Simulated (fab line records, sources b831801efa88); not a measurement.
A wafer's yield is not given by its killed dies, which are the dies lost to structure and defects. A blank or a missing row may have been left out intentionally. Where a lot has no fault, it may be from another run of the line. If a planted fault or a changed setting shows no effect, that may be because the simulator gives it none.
Code-filled problem report in 8D (eight disciplines) form :: flow sfq_line :: the parts of the form that need people (team, actions taken, sign-off) are left out

== 1. THE PROBLEM ==
Wafers without a fault read 148.5 s, standard deviation 0.56; run_length_s at SFQ_TRILAYER_M0_ETCH_METAL_ETCH_024 reads a mean of 154.1 s on 2 wafers belonging to 2 lots. Relative to the usual mean, that is a shift of +9.9 standard deviations.
The step: etches Nb in Cl2/Ar, stops on SiO2, target depth 240 nm, time 120 s.
First observed at day 17 18:12: wafer L416.2, on rie_metal-03. At this step, 18 wafers from 6 lots have a number in the record. The rule behind "out" and "out of limits": a value lying over 4 standard deviations away from the usual mean. The rest of the wafers with a number are treated as sound.

== 2. WHAT IT IS, WHAT IT ISN'T ==
question: which readings at this step
is: run_length_s
is not: drypump_motor_current_A

question: which lots
is: L416, L417
is not: L401, L413, L423, L424

question: which wafers of those lots
is: L416.2, L417.3
is not: L416.1, L416.4, L417.4, L417.5

question: read on which tools
is: rie_metal-03
is not: rie_metal-01, rie_metal-04

question: when
is: from day 17 18:12
is not: up to then (8 sound wafers); but 8 sound wafers of L417, L423, L424 came after

== 3. THE SUSPECTS, EACH WITH WHAT RULES IT OUT ==
Counting: if a tool at a process step up to the reading ran every lot that is out, it stays a suspect. Sound lots after the first of them don't rule it out here, since some wafers of a struck lot are sound.
- pvd_sputter-06 at SFQ_TRILAYER_M0_DEP_SPUTTER_019 (material Nb, target thk 200 nm, time 133.3 s): kept. It ran every lot that is out, first L416 (day 12 15:23).
- rie_metal-03 at SFQ_TRILAYER_M0_BARC_OPEN_METAL_ETCH_031 (etches BARC in O2, target depth 125 nm, time 41.7 s): kept. It processed each lot that is out (first: L416, day 17 18:08); up to then, its last sound lot is L413 (day 16 07:20).
- rie_metal-03 at SFQ_TRILAYER_M0_ETCH_METAL_ETCH_024 (etches Nb in Cl2/Ar, stops on SiO2, target depth 240 nm, time 120 s): kept. It processed each lot that is out (first: L416, day 17 18:12); up to then, its last sound lot is L413 (day 16 07:24). Its own run_length_s readings are out on those wafers.
- Within rie_metal-03 at SFQ_TRILAYER_M0_BARC_OPEN_METAL_ETCH_031, the wafers that are out were processed in chamber 0 and their sound lot-mates in chamber 1.
- Within rie_metal-03 at SFQ_TRILAYER_M0_ETCH_METAL_ETCH_024, the wafers that are out were processed in chamber 0 and their sound lot-mates in chamber 1.
The count leaves pvd_sputter-06 at SFQ_TRILAYER_M0_DEP_SPUTTER_019, rie_metal-03 at SFQ_TRILAYER_M0_BARC_OPEN_METAL_ETCH_031, and rie_metal-03 at SFQ_TRILAYER_M0_ETCH_METAL_ETCH_024.

== 4. THE CAUSE (what the simulator had put in) ==
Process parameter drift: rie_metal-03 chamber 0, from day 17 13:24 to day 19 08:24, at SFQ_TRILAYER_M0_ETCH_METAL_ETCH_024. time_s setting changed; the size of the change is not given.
After counting, 3 suspects remain, this tool included.

== 5. SEQUENCE OF EFFECTS, ordered by route ==
One row per reading whose mean, taken over the struck wafers that have a number, lies over 3 standard deviations from the usual. Only readings whose record carries a usual standard deviation are examined. hours: median over the lots of the time between each lot's start at the first step of this table that gives one and its start at this step. sigmas: the change, counted in usual standard deviations.
hours: 0
step: SFQ_TRILAYER_M0_ETCH_METAL_ETCH_024
reading: run_length_s
usual: 148.5 s
on struck wafers: 154.1
change: +5.6
sigmas: +9.9
It contains these process steps:
- SFQ_TRILAYER_M0_ETCH_METAL_ETCH_024: etches Nb in Cl2/Ar, stops on SiO2, target depth 240 nm, time 120 s.

== 6. HOW IT WOULD HAVE BEEN CAUGHT EARLIER ==
5 hours passed between the start of the fault at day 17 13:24 and the first reading out of limits in this record, taken at day 17 18:12.
